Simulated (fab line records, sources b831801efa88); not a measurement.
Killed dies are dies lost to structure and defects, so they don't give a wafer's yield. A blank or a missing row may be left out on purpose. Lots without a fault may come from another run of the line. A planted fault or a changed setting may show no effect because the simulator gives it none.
Split-lot experiment | flow gf180mcu | 5 lots, 23 wafers read, on a route of 602 steps

THE SPLIT
At GF_CONTACT_CVD_00 (deposits SiO2, target thk 300 nm, time 50 s), the setting sih4_flow_sccm was moved away from the recipe's 60 sccm on 12 of the 23 wafers read, by -11.3% to +14.5%. The other wafers ran this setting at the recipe's value.

The file shows no step between the split and the reading.

THE READING
CONTACT_CVD_00_THK, in nm, at GF_CONTACT_THK_MEAS_01. Fault-free wafers of this fab line usually give 299 nm, standard deviation 3.5 nm.

wafer  | tool, chamber at the split | sih4_flow_sccm as run, sccm | against the recipe | CONTACT_CVD_00_THK, nm | against lot-mates on the recipe
L074.1 | hdpcvd-02, 1               | 60                          | recipe             | 305                    | -
L074.2 | hdpcvd-02, 2               | 62.92                       | +4.9%              | 317                    | +14
L074.3 | hdpcvd-02, 0               | 62.92                       | +4.9%              | 316                    | +13
L074.5 | hdpcvd-02, 2               | 60                          | recipe             | 301                    | -
L074.6 | hdpcvd-02, 1               | 62.92                       | +4.9%              | 320                    | +17
L077.2 | hdpcvd-01, 2               | 60                          | recipe             | 299                    | -
L077.3 | hdpcvd-01, 0               | 68.72                       | +14.5%             | 340                    | +42
L077.4 | hdpcvd-01, 0               | 60                          | recipe             | 297                    | -
L077.5 | hdpcvd-01, 1               | 68.72                       | +14.5%             | 339                    | +41
L077.6 | hdpcvd-01, 2               | 68.72                       | +14.5%             | 343                    | +45
L079.1 | hdpcvd-01, 1               | 60                          | recipe             | 293                    | -
L079.2 | hdpcvd-01, 0               | 55.03                       | -8.3%              | 271                    | -22
L079.3 | hdpcvd-01, 2               | 55.03                       | -8.3%              | 269                    | -24
L079.4 | hdpcvd-01, 0               | 55.03                       | -8.3%              | 270                    | -22
L079.5 | hdpcvd-01, 1               | 60                          | recipe             | 292                    | -
L080.1 | hdpcvd-01, 1               | 60                          | recipe             | 294                    | -
L080.2 | hdpcvd-01, 2               | 53.25                       | -11.3%             | 265                    | -30
L080.3 | hdpcvd-01, 0               | 53.25                       | -11.3%             | 265                    | -30
L080.4 | hdpcvd-01, 2               | 53.25                       | -11.3%             | 263                    | -32
L080.6 | hdpcvd-01, 0               | 60                          | recipe             | 295                    | -
L082.1 | hdpcvd-01, 1               | 60                          | recipe             | 302                    | -
L082.3 | hdpcvd-01, 0               | 60                          | recipe             | 302                    | -
L082.5 | hdpcvd-01, 0               | 60                          | recipe             | 303                    | -

THE FIT
A straight line over all 23 wafers: CONTACT_CVD_00_THK changes by +3.08 nm for each +1% of sih4_flow_sccm; r = +0.99; the points scatter about the line by 3.9 nm.
The same after taking each lot's own level away (the mean of its wafers on the recipe; 23 wafers): +2.83 nm for each +1%; r = +1.00; scatter 1.5 nm.
On that fit, the largest move of sih4_flow_sccm shifts the reading by 41 nm.
The lots' own levels span 292.5 to 303.0 nm, that is 3.0 times the standard deviation above.
So the lot-to-lot level changes the slope little: the two slopes agree.
Check: with one of the wafers moved furthest among these (+14.5%) left out of the fit, the line predicts +41.7 nm for it against its lot-mates. It came out at +42 nm against them.

THE WHOLE CHAIN: every reading that the file lists as answering this split, in the file's order
step                   | what it does                                                   | reading                                                                        | change (the file's fit)                                                                        | r (the file's)
GF_CONTACT_CVD_00      | deposits SiO2, target thk 300 nm, time 50 s                    | SiO2_of_CONTACT_CVD_00.thk_nm (the simulator's own value, which no gauge read) | +2.85 nm for each +1% of the setting                                                           | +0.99
GF_CONTACT_THK_MEAS_01 |                                                                | CONTACT_CVD_00_THK                                                             | +2.85 for each +1% of the setting                                                              | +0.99
GF_CONTACT_ETCH_17     | etches SiO2 in C4F8/O2/Ar, stops on CoSi2, target depth 860 nm | CONTACT.feature_depth_nm (the simulator's own value, which no gauge read)      | +2.82 nm for each +1% of the setting, in a fit together with leave_above_ref_nm@CONTACT_CMP_04 | 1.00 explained

THE FILE'S OWN FIT
CONTACT_CVD_00_THK changes by +2.85 nm for each +1% of sih4_flow_sccm, r = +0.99.
